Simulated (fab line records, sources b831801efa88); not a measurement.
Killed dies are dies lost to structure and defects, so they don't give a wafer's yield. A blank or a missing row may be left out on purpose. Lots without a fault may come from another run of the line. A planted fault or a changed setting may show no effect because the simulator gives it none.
Which tool did it? | flow sky130 | 6 lots, 18 wafers sampled, at 3 steps of a route of 708

WHAT THE GAUGES READ, wafer by wafer
SKY_VT_ADJUST_NCORE_TW_MEAS_11.
lot  | measured     | on            | VT_ADJUST_NCORE_TW
L592 | day 9 02:49  | film_metro-01 | 216 216 217
L594 | day 9 18:51  | film_metro-01 | 216 215 216
L597 | day 10 14:55 | film_metro-01 | 30 30 30
L603 | day 12 04:20 | film_metro-01 | 217 216 216
L609 | day 14 02:18 | film_metro-03 | 223 223 222
L612 | day 15 01:52 | film_metro-03 | 224 223 222

WHICH TOOL RAN EACH LOT (tool, then ch and the chambers of the sampled wafers, then the start)
lot  | SKY_VT_ADJUST_LVTN_STRIP_20          | SKY_VT_ADJUST_NCORE_STRIP_10
L592 | plasma_asher-02 ch 0,1, day 8 06:44  | plasma_asher-04 ch 0,1, day 9 02:42
L594 | plasma_asher-02 ch 0,1, day 8 20:39  | plasma_asher-02 ch 0,1, day 9 18:45
L597 | plasma_asher-03 ch 0,1, day 9 15:59  | plasma_asher-03 ch 0,1, day 10 14:48
L603 | plasma_asher-01 ch 0,1, day 11 04:39 | plasma_asher-02 ch 0,1, day 12 04:14
L609 | plasma_asher-03 ch 0,1, day 13 00:45 | plasma_asher-02 ch 0,1, day 14 02:12
L612 | plasma_asher-02 ch 0,1, day 13 21:59 | plasma_asher-03 ch 1, day 15 01:45
- SKY_VT_ADJUST_LVTN_STRIP_20: strips in O2/N2.
- SKY_VT_ADJUST_NCORE_STRIP_10: strips in O2/N2.

THE ANSWER, worked out from the rows above alone
Rule: what is usual is taken from the lots themselves. Put in order of their means at a reading, lots are off if they are a third of the lots or fewer, leave a main group of 4 or more, and stand apart from it by a gap of 3 or more times the standard deviation of the main group's means; of several such gaps the widest counts. A main group whose means are all the same, to the digits that the tables above print for the reading, isn't used. A lot without any number at a reading at which 4 lots or more have one is off too. The other lots that the step has rows for count as sound.
Off: L597, at SKY_VT_ADJUST_NCORE_TW_MEAS_11 (VT_ADJUST_NCORE_TW). The main group: mean 219, standard deviation 3.3.
A tool fits if, at a process step before that reading, it ran every lot that is off, and no sound lot after the first of them. The gauges at SKY_VT_ADJUST_NCORE_TW_MEAS_11 are tried like those tools. None of those tried fits.

WHAT THE SIMULATOR HAD PUT IN
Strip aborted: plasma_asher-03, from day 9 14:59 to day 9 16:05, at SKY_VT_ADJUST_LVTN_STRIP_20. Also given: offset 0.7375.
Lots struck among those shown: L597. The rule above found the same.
